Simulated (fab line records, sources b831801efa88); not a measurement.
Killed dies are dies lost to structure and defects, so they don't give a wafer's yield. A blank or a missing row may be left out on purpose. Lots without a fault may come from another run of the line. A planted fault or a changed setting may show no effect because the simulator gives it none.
Which tool did it? | flow gf180mcu | 14 lots, 42 wafers sampled, at 4 steps of a route of 602

WHAT THE GAUGES READ, wafer by wafer
GF_HV_LDD_RS_MEAS_53: measures by four-point-probe. Usual: HV_LDD_RS 414.3 ohm/sq, standard deviation 0.7.
lot  | measured     | on            | HV_LDD_RS (ohm/sq) | flag
L993 | day 12 05:39 | film_metro-04 | 413.9 413.1 413.4  |
L994 | day 12 19:25 | film_metro-02 | 414.1 414.9 414.9  |
L995 | day 13 01:05 | film_metro-03 | 414.3 414.1 414.3  |
L998 | day 14 08:48 | film_metro-02 | 414.1 413.5 414.0  |
L999 | day 14 13:48 | film_metro-04 | 414.7 414.8 414.3  |
L100 | day 14 20:53 | film_metro-02 | 415.7 414.8 415.3  |
L104 | day 16 00:49 | film_metro-02 | 415.0 414.9 414.5  |
L106 | day 16 17:50 | film_metro-03 | 414.8 415.0 414.3  |
L107 | day 17 00:29 | film_metro-04 | 413.6 413.6 414.1  |
L108 | day 17 08:27 | film_metro-04 | 414.0 413.9 414.2  |
L110 | day 18 00:05 | film_metro-04 | 413.2 413.9 414.1  |
L111 | day 18 05:31 | film_metro-03 | 413.4 414.2 413.2  |
L113 | day 19 02:53 | film_metro-04 | 414.0 413.7 415.1  |
L116 | day 20 03:38 | film_metro-04 | 413.3 414.2 415.5  |

GF_HV_LDD_THK_MEAS_57. Usual: HV_LDD_CVD_56_THK 89.8 nm, standard deviation 0.73.
lot  | measured     | on            | HV_LDD_CVD_56_THK (nm) | flag
L993 | day 12 08:16 | film_metro-04 | 90.9 90.2 90.2         |
L994 | day 12 22:03 | film_metro-04 | 88.9 89.0 88.9         |
L995 | day 13 03:43 | film_metro-04 | 90.4 89.4 90.2         |
L998 | day 14 13:55 | film_metro-03 | 89.2 89.7 89.7         |
L999 | day 14 16:26 | film_metro-03 | 89.0 89.0 89.4         |
L100 | day 14 23:30 | film_metro-03 | 90.1 90.0 90.2         |
L104 | day 16 03:26 | film_metro-02 | 90.4 89.5 90.9         |
L106 | day 16 20:28 | film_metro-02 | 90.7 89.8 90.6         |
L107 | day 17 03:37 | film_metro-03 | 90.2 89.5 89.6         |
L108 | day 17 11:52 | film_metro-02 | 90.8 90.1 90.5         |
L110 | day 18 02:43 | film_metro-03 | 90.9 90.0 90.6         |
L111 | day 18 08:08 | film_metro-03 | 89.2 88.9 89.0         |
L113 | day 19 06:01 | film_metro-02 | 90.5 90.7 90.9         |
L116 | day 20 06:16 | film_metro-02 | 89.5 89.1 88.6         |

GF_NSD_TW_MEAS_12. Usual: NSD_TW 4262, standard deviation 69.
lot  | measured     | on            | NSD_TW         | flag
L993 | day 13 04:28 | film_metro-04 | 4332 4341 4340 |
L994 | day 13 18:10 | film_metro-04 | 4325 4303 4305 |
L995 | day 14 00:25 | film_metro-02 | 4189 4195 4184 |
L998 | day 15 11:49 | film_metro-04 | 4313 4322 4296 |
L999 | day 15 14:17 | film_metro-01 | 4310 4298 4301 |
L100 | day 15 22:46 | film_metro-02 | 4196 4203 4184 |
L104 | day 17 03:13 | film_metro-01 | 4275 4281 4265 |
L106 | day 17 19:31 | film_metro-01 | 4298 4301 4276 |
L107 | day 18 01:28 | film_metro-02 | 4168 4171 4160 |
L108 | day 18 10:34 | film_metro-04 | 4324 4312 4345 |
L110 | day 19 02:13 | film_metro-02 | 4157 4179 4170 |
L111 | day 19 08:10 | film_metro-02 | 4203 4181 4197 |
L113 | day 20 06:30 | film_metro-01 | 4301 4292 4319 |
L116 | day 21 07:39 | film_metro-01 | 4293 4281 4275 |

WHICH TOOL RAN EACH LOT (tool, then ch and the chambers of the sampled wafers, then the start)
lot  | GF_NSD_SOFTBAKE_03
L993 | litho_track-03 ch 0, day 12 17:40
L994 | litho_track-01 ch 0, day 13 08:06
L995 | litho_track-03 ch 0, day 13 13:44
L998 | litho_track-03 ch 0, day 15 00:23
L999 | litho_track-04 ch 0, day 15 03:03
L100 | litho_track-03 ch 0, day 15 10:50
L104 | litho_track-01 ch 0, day 16 14:23
L106 | litho_track-01 ch 0, day 17 07:48
L107 | litho_track-04 ch 0, day 17 14:44
L108 | litho_track-03 ch 0, day 17 22:32
L110 | litho_track-03 ch 0, day 18 14:56
L111 | litho_track-01 ch 0, day 18 19:53
L113 | litho_track-03 ch 0, day 19 18:37
L116 | litho_track-04 ch 0, day 20 18:34
- GF_NSD_SOFTBAKE_03: time 60 s.

WHAT THE TOOLS THEMSELVES READ (means of the sampled wafers that have a number; where no wafer has one, the mark that the record gives instead)
GF_NSD_SOFTBAKE_03. Usual: chill_plate_temp_C 22.98 C, standard deviation 0.1; heater_power_total_W 56.60 W, standard deviation 0.044; run_length_s 88.93 s, standard deviation 0.28.
lot  | tool           | chill_plate_temp_C (C) | heater_power_total_W (W) | run_length_s (s) | flag
L993 | litho_track-03 | 23.04                  | 56.60                    | 88.77            |
L994 | litho_track-01 | 23.07                  | 56.61                    | 88.71            |
L995 | litho_track-03 | 23.14                  | 56.62                    | 88.91            |
L998 | litho_track-03 | 23.03                  | 57.56                    | 86.05            | OFF
L999 | litho_track-04 | 22.90                  | 56.60                    | 89.22            |
L100 | litho_track-03 | 22.95                  | 58.50                    | 83.16            | OFF
L104 | litho_track-01 | 22.95                  | 56.61                    | 88.67            |
L106 | litho_track-01 | 22.94                  | 56.58                    | 88.83            |
L107 | litho_track-04 | 22.94                  | 56.62                    | 89.41            |
L108 | litho_track-03 | 23.06                  | 56.56                    | 88.82            |
L110 | litho_track-03 | 22.87                  | 56.63                    | 88.79            |
L111 | litho_track-01 | 22.96                  | 56.61                    | 88.63            |
L113 | litho_track-03 | 23.03                  | 56.58                    | 88.73            |
L116 | litho_track-04 | 23.01                  | 56.57                    | 89.23            |

THE ANSWER, worked out from the rows above alone
Rule: a lot is off if the mean of its wafers that have a number lies more than 3 standard deviations from the usual mean. A lot without any number at a reading at which 4 lots or more have one is off too. The other lots that the step has rows for count as sound. The gauges are gone through in route order, then the tools' own readings, and for those a lot's mean is taken as printed above. The first step at which some lot is off is used, and at that step the reading that is off furthest; a lot without a number counts as furthest.
Off: L998, L100, at GF_NSD_SOFTBAKE_03 (heater_power_total_W).
A tool fits if, at that step or a process step before it, it ran every lot that is off, and no sound lot after the first of them. None of those tried fits.

WHAT THE SIMULATOR HAD PUT IN
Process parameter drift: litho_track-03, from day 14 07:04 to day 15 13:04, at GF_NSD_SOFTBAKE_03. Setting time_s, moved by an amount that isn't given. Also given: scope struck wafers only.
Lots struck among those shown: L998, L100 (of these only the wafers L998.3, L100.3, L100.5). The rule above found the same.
